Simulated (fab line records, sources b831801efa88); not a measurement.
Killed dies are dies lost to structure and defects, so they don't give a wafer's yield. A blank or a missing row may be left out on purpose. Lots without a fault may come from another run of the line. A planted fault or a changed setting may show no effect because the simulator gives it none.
Chamber matching | flow gf180mcu | GF_V2_CMP_04 on cmp-01: 4 sister chambers
The step polishes SiO2. 8 wafers are shown with their chamber, then 10 later ones without.

WAFERS WITH THEIR CHAMBER
wafer  | chamber | motor_current_A (A) | time_to_endpoint_s (s)
L704.6 | 1       | 12.5                | 84
L705.6 | 1       | 12.1                | 85
L706.2 | 0       | 11.7                | 72
L709.2 | 0       | 11.9                | 69
L709.4 | 3       | 10.9                | 74
L709.5 | 3       | 10.4                | 77
L711.1 | 2       | 14.0                | 74
L711.5 | 2       | 14.9                | 78

WAFERS WITHOUT THEIR CHAMBER
wafer  | motor_current_A (A) | time_to_endpoint_s (s)
L711.6 | 10.1                | 80
L713.1 | 10.1                | 66
L713.3 | 12.1                | 67
L713.6 | 11.5                | 70
L724.2 | 12.1                | 76
L724.4 | 15.1                | 76
L724.6 | 12.5                | 82
L725.2 | 10.1                | 78
L725.3 | 14.8                | 73
L725.5 | 14.4                | 86

WHICH CHAMBER EACH WENT THROUGH
wafer  | from the rows above          | in truth
L711.6 | 3                            | 3
L713.1 | can't be placed: 3 or 0      | 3
L713.3 | 0                            | 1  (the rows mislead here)
L713.6 | 0                            | 0
L724.2 | can't be placed: 0 or 3 or 1 | 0
L724.4 | 2                            | 2
L724.6 | 1                            | 1
L725.2 | 3                            | 3
L725.3 | 2                            | 2
L725.5 | can't be placed: 2 or 1      | 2
Placed correctly: 6 of 10. Can't be placed from these rows: 3 (the true chamber is among the candidates in 3). Placed wrongly: 1.
How it was worked out, from the rows above alone: a wafer's distance from a chamber is the root of the sum, over the readings, of the square of ((its reading less the chamber's mean) divided by the reading's scatter). The wafer belongs to the nearest chamber; if the next one is less than 2 further off, it can't be placed. A chamber's mean is the mean of its shown wafers. The scatter: the root of (the sum of the squares of (reading less its chamber's mean) over the shown wafers, divided by (wafers less chambers)).
